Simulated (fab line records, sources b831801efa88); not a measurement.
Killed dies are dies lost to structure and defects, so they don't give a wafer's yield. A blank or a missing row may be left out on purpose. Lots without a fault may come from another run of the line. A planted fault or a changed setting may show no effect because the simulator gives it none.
Which tool did it? | flow gf180mcu | 24 lots, 72 wafers sampled, at 6 steps of a route of 602

WHAT THE GAUGES READ, wafer by wafer
GF_V2_THK_MEAS_03. Usual: V2_CVD_02_THK 849 nm, standard deviation 9.7.
lot  | measured     | on            | V2_CVD_02_THK (nm) | flag
L074 | day 19 16:51 | film_metro-01 | 830 841 850        |
L075 | day 19 20:16 | film_metro-04 | 845 858 857        |
L076 | day 20 14:12 | film_metro-02 | 835 832 850        |
L077 | day 20 17:10 | film_metro-04 | 848 848 851        |
L078 | day 20 20:53 | film_metro-02 | 851 853 855        |
L079 | day 21 17:45 | film_metro-01 | 852 845 861        |
L081 | day 21 20:05 | film_metro-01 | 831 854 850        |
L080 | day 21 22:00 | film_metro-04 | 845 841 856        |
L082 | day 22 18:32 | film_metro-02 | 849 839 870        |
L083 | day 22 20:01 | film_metro-02 | 840 852 850        |
L084 | day 23 01:28 | film_metro-04 | 842 826 852        |
L085 | day 23 04:44 | film_metro-02 | 832 843 859        |
L086 | day 24 00:14 | film_metro-01 | 851 855 851        |
L087 | day 24 17:26 | film_metro-04 | 860 863 878        |
L088 | day 24 17:48 | film_metro-02 | 858 866 857        |
L090 | day 24 22:38 | film_metro-04 | 851 844 851        |
L089 | day 25 00:11 | film_metro-02 | 860 865 859        |
L091 | day 25 12:28 | film_metro-02 | 850 861 858        |
L092 | day 25 18:15 | film_metro-01 | 842 830 852        |
L093 | day 25 18:31 | film_metro-02 | 845 853 854        |
L094 | day 26 14:01 | film_metro-01 | 842 841 845        |
L095 | day 26 14:41 | film_metro-02 | 854 854 840        |
L096 | day 26 17:47 | film_metro-04 | 864 843 868        |
L097 | day 27 11:07 | film_metro-02 | 848 850 859        |

GF_V3_RS_MEAS_24: measures by four-point-probe. Usual: V3_W_RS 0.329 ohm/sq, standard deviation 0.0038.
lot  | measured     | on            | V3_W_RS (ohm/sq)  | flag
L074 | day 22 20:49 | film_metro-03 | 0.329 0.331 0.331 |
L075 | day 23 00:41 | film_metro-01 | 0.321 0.327 0.322 |
L076 | day 23 16:29 | film_metro-03 | 0.329 0.329 0.329 |
L077 | day 23 19:44 | film_metro-03 | 0.327 0.330 0.329 |
L078 | day 23 23:55 | film_metro-01 | 0.327 0.321 0.324 |
L079 | day 24 18:35 | film_metro-03 | 0.332 0.332 0.333 |
L081 | day 24 21:15 | film_metro-04 | 0.330 0.329 0.334 |
L080 | day 24 21:35 | film_metro-04 | 0.323 0.327 0.324 |
L082 | day 25 17:39 | film_metro-03 | 0.332 0.330 0.328 |
L083 | day 25 17:51 | film_metro-01 | 0.333 0.335 0.333 |
L084 | day 25 23:32 | film_metro-01 | 0.336 0.333 0.335 |
L085 | day 26 02:08 | film_metro-01 | 0.326 0.327 0.324 |
L086 | day 26 21:44 | film_metro-01 | 0.334 0.327 0.331 |
L087 | day 27 13:17 | film_metro-01 | 0.329 0.331 0.326 |
L088 | day 27 13:00 | film_metro-04 | 0.329 0.332 0.330 |
L090 | day 27 17:50 | film_metro-03 | 0.329 0.325 0.334 |
L089 | day 27 19:48 | film_metro-01 | 0.327 0.331 0.334 |
L091 | day 28 06:23 | film_metro-04 | 0.325 0.328 0.326 |
L092 | day 28 12:55 | film_metro-01 | 0.330 0.323 0.324 |
L093 | day 28 13:40 | film_metro-01 | 0.333 0.326 0.331 |
L094 | day 29 06:14 | film_metro-03 | 0.322 0.328 0.332 |
L095 | day 29 08:23 | film_metro-03 | 0.333 0.330 0.329 |
L096 | day 29 11:57 | film_metro-01 | 0.328 0.326 0.322 |
L097 | day 30 01:20 | film_metro-03 | 0.330 0.327 0.331 |

GF_V5_OVL_MEAS_15. Usual: V5_OVL 1 nm, standard deviation 4.5.
lot  | measured     | on         | V5_OVL (nm) | flag
L074 | day 27 15:01 | overlay-01 | -4 2 -1     |
L075 | day 27 18:01 | overlay-02 | -2 0 0      |
L076 | day 28 07:19 | overlay-02 | -5 -1 -7    |
L077 | day 28 09:55 | overlay-02 | -2 -6 -4    |
L078 | day 28 15:37 | overlay-01 | 4 0 1       |
L079 | day 29 07:10 | overlay-01 | -4 -2 1     |
L081 | day 29 08:37 | overlay-02 | 4 3 3       |
L080 | day 29 10:52 | overlay-02 | -2 -4 2     |
L082 | day 30 02:10 | overlay-02 | 4 1 -3      |
L083 | day 30 03:16 | overlay-01 | 0 -2 5      |
L084 | day 30 09:58 | overlay-02 | 2 1 4       |
L085 | day 30 10:32 | overlay-02 | -4 5 0      |
L086 | day 31 04:37 | overlay-02 | 0 -9 0      |
L087 | day 31 17:28 | overlay-01 | -1 0 -2     |
L088 | day 31 16:17 | overlay-01 | 6 9 8       |
L090 | day 31 21:10 | overlay-01 | 10 3 8      |
L089 | day 31 23:22 | overlay-01 | 2 -1 -2     |
L091 | day 32 08:14 | overlay-01 | 2 -4 4      |
L092 | day 32 12:59 | overlay-01 | -2 1 1      |
L093 | day 32 13:14 | overlay-01 | 5 0 1       |
L094 | day 33 04:49 | overlay-02 | -4 -5 -9    |
L095 | day 33 06:11 | overlay-01 | 5 1 3       |
L096 | day 33 09:26 | overlay-02 | 5 5 6       |
L097 | day 33 20:07 | overlay-02 | 8 12 0      |

GF_PASSIVATION_BOW_MEAS_14. Usual: PASSIVATION_BOW 137 um, standard deviation 12.
lot  | measured     | on            | PASSIVATION_BOW (um) | flag
L074 | day 29 10:56 | film_metro-04 | 141 131 125          |
L075 | day 29 14:13 | film_metro-01 | 127 136 141          |
L076 | day 30 02:56 | film_metro-01 | 133 136 128          |
L077 | day 30 06:13 | film_metro-04 | 153 151 160          |
L078 | day 30 10:38 | film_metro-04 | 135 133 136          |
L079 | day 31 00:58 | film_metro-01 | 144 146 144          |
L081 | day 31 02:06 | film_metro-04 | 153 137 147          |
L080 | day 31 05:07 | film_metro-01 | 141 139 138          |
L082 | day 31 18:08 | film_metro-01 | 127 120 130          |
L083 | day 31 19:35 | film_metro-04 | 121 114 111          |
L084 | day 32 02:07 | film_metro-01 | 134 140 149          |
L085 | day 32 02:45 | film_metro-02 | 124 139 129          |
L086 | day 32 18:48 | film_metro-02 | 115 121 109          |
L087 | day 33 06:55 | film_metro-01 | 117 117 118          |
L088 | day 33 06:14 | film_metro-04 | 142 140 131          |
L090 | day 33 10:52 | film_metro-04 | 135 117 117          |
L089 | day 33 12:25 | film_metro-02 | 149 148 143          |
L091 | day 33 21:01 | film_metro-01 | 145 149 134          |
L092 | day 34 01:38 | film_metro-01 | 129 146 130          |
L093 | day 34 01:59 | film_metro-01 | 138 132 125          |
L094 | day 34 15:58 | film_metro-02 | 148 140 137          |
L095 | day 34 17:07 | film_metro-04 | 155 145 152          |
L096 | day 34 21:01 | film_metro-02 | 132 140 153          |
L097 | day 35 06:28 | film_metro-04 | 133 152 146          |

WHICH TOOL RAN EACH LOT (tool, then ch and the chambers of the sampled wafers, then the start)
lot  | GF_V3_SPUTTER_21             | GF_PASSIVATION_ETCH_11
L074 | pvd_sputter-03, day 22 20:34 | rie_diel-02 ch 0,2, day 29 08:09
L075 | pvd_sputter-03, day 23 00:28 | rie_diel-04 ch 0,1, day 29 12:21
L076 | pvd_sputter-04, day 23 16:16 | rie_diel-01 ch 0,2,3, day 30 01:04
L077 | pvd_sputter-04, day 23 19:31 | rie_diel-02 ch 2,3, day 30 04:21
L078 | pvd_sputter-03, day 23 23:41 | rie_diel-01 ch 0,1, day 30 08:45
L079 | pvd_sputter-04, day 24 18:23 | rie_diel-04 ch 0,1,2, day 30 23:06
L081 | pvd_sputter-04, day 24 21:01 | rie_diel-04 ch 2,3, day 31 00:13
L080 | pvd_sputter-03, day 24 21:22 | rie_diel-02 ch 1,3, day 31 03:15
L082 | pvd_sputter-02, day 25 17:25 | rie_diel-04 ch 0,1,3, day 31 16:14
L083 | pvd_sputter-03, day 25 17:38 | rie_diel-04 ch 0,1,3, day 31 17:43
L084 | pvd_sputter-02, day 25 23:19 | rie_diel-02 ch 1,2,3, day 32 00:15
L085 | pvd_sputter-03, day 26 01:53 | rie_diel-04 ch 0,1,3, day 32 00:50
L086 | pvd_sputter-04, day 26 21:30 | rie_diel-01 ch 1,2, day 32 16:55
L087 | pvd_sputter-03, day 27 13:04 | rie_diel-01 ch 1,3, day 33 05:02
L088 | pvd_sputter-04, day 27 12:44 | rie_diel-02 ch 0,3, day 33 04:18
L090 | pvd_sputter-04, day 27 17:38 | rie_diel-02 ch 0,1,2, day 33 09:00
L089 | pvd_sputter-02, day 27 19:35 | rie_diel-01 ch 0,2,3, day 33 10:33
L091 | pvd_sputter-02, day 28 06:10 | rie_diel-01 ch 0,2,3, day 33 19:08
L092 | pvd_sputter-03, day 28 12:43 | rie_diel-01 ch 0,1,2, day 33 23:46
L093 | pvd_sputter-04, day 28 13:28 | rie_diel-04 ch 0,1, day 34 00:07
L094 | pvd_sputter-03, day 29 06:02 | rie_diel-02 ch 2,3, day 34 14:05
L095 | pvd_sputter-03, day 29 08:08 | rie_diel-04 ch 0,1,3, day 34 15:12
L096 | pvd_sputter-03, day 29 11:41 | rie_diel-04 ch 2,3, day 34 19:05
L097 | pvd_sputter-04, day 30 01:07 | rie_diel-04 ch 0,1,3, day 35 04:36
- GF_V3_SPUTTER_21: material Ti, target thk 15 nm, time 80.02 s.
- GF_PASSIVATION_ETCH_11: etches the open film in CF4/O2, stops on TiN, target depth 2040 nm, time 453.3 s.

WHAT THE TOOLS THEMSELVES READ (means of the sampled wafers that have a number; where no wafer has one, the mark that the record gives instead)
GF_V3_SPUTTER_21. Usual: throttle_valve_pct 30.3 %, standard deviation 1.2.
lot  | tool           | throttle_valve_pct (%) | flag
L074 | pvd_sputter-03 | 30.6                   |
L075 | pvd_sputter-03 | 29.5                   |
L076 | pvd_sputter-04 | 30.5                   |
L077 | pvd_sputter-04 | 30.6                   |
L078 | pvd_sputter-03 | 29.1                   |
L079 | pvd_sputter-04 | 30.0                   |
L081 | pvd_sputter-04 | 30.4                   |
L080 | pvd_sputter-03 | 30.6                   |
L082 | pvd_sputter-02 | 30.1                   |
L083 | pvd_sputter-03 | 30.6                   |
L084 | pvd_sputter-02 | 30.0                   |
L085 | pvd_sputter-03 | 30.8                   |
L086 | pvd_sputter-04 | 30.1                   |
L087 | pvd_sputter-03 | 29.1                   |
L088 | pvd_sputter-04 | 31.2                   |
L090 | pvd_sputter-04 | 30.9                   |
L089 | pvd_sputter-02 | 29.5                   |
L091 | pvd_sputter-02 | 30.8                   |
L092 | pvd_sputter-03 | 31.4                   |
L093 | pvd_sputter-04 | 30.5                   |
L094 | pvd_sputter-03 | 30.6                   |
L095 | pvd_sputter-03 | 30.8                   |
L096 | pvd_sputter-03 | 30.4                   |
L097 | pvd_sputter-04 | 31.1                   |

GF_PASSIVATION_ETCH_11. Usual: drypump_motor_current_A 5.6 A, standard deviation 0.63; oes_product_au 0.991 a.u., standard deviation 0.0064; throttle_valve_pct 5.966 %, standard deviation 0.0092.
lot  | tool        | drypump_motor_current_A (A) | oes_product_au (a.u.) | throttle_valve_pct (%) | flag
L074 | rie_diel-02 | 4.9                         | 0.990                 | 5.964                  |
L075 | rie_diel-04 | 6.3                         | 0.991                 | 5.966                  |
L076 | rie_diel-01 | 5.4                         | 0.992                 | 5.976                  |
L077 | rie_diel-02 | 5.1                         | 0.988                 | 5.964                  |
L078 | rie_diel-01 | 5.4                         | 0.991                 | 5.969                  |
L079 | rie_diel-04 | 6.3                         | 0.991                 | 5.968                  |
L081 | rie_diel-04 | 5.2                         | 0.984                 | 5.967                  |
L080 | rie_diel-02 | 5.8                         | 0.996                 | 5.964                  |
L082 | rie_diel-04 | 5.7                         | 0.986                 | 5.967                  |
L083 | rie_diel-04 | 5.7                         | 0.989                 | 5.971                  |
L084 | rie_diel-02 | 5.5                         | 0.991                 | 5.967                  |
L085 | rie_diel-04 | 5.7                         | 0.985                 | 5.960                  |
L086 | rie_diel-01 | 5.4                         | 0.986                 | 5.963                  |
L087 | rie_diel-01 | 5.7                         | 0.997                 | 5.970                  |
L088 | rie_diel-02 | 5.2                         | 0.990                 | 5.971                  |
L090 | rie_diel-02 | 5.2                         | 0.996                 | 5.966                  |
L089 | rie_diel-01 | 5.4                         | 0.989                 | 5.978                  |
L091 | rie_diel-01 | 5.4                         | 0.992                 | 5.965                  |
L092 | rie_diel-01 | 5.3                         | 0.989                 | 5.966                  |
L093 | rie_diel-04 | 6.3                         | 0.986                 | 5.962                  |
L094 | rie_diel-02 | 5.1                         | 0.993                 | 5.966                  |
L095 | rie_diel-04 | 5.7                         | 0.990                 | 5.966                  |
L096 | rie_diel-04 | 5.9                         | 0.996                 | 5.967                  |
L097 | rie_diel-04 | 5.7                         | 0.988                 | 5.969                  |

THE ANSWER, worked out from the rows above alone
Rule: a lot is off if the mean of its wafers that have a number lies more than 3 standard deviations from the usual mean. A lot without any number at a reading at which 4 lots or more have one is off too. The other lots that the step has rows for count as sound. The gauges are gone through in route order, then the tools' own readings, and for those a lot's mean is taken as printed above. The first step at which some lot is off is used, and at that step the reading that is off furthest; a lot without a number counts as furthest.
No lot is off at any reading shown: from this, nothing can be told.

WHAT THE SIMULATOR HAD PUT IN
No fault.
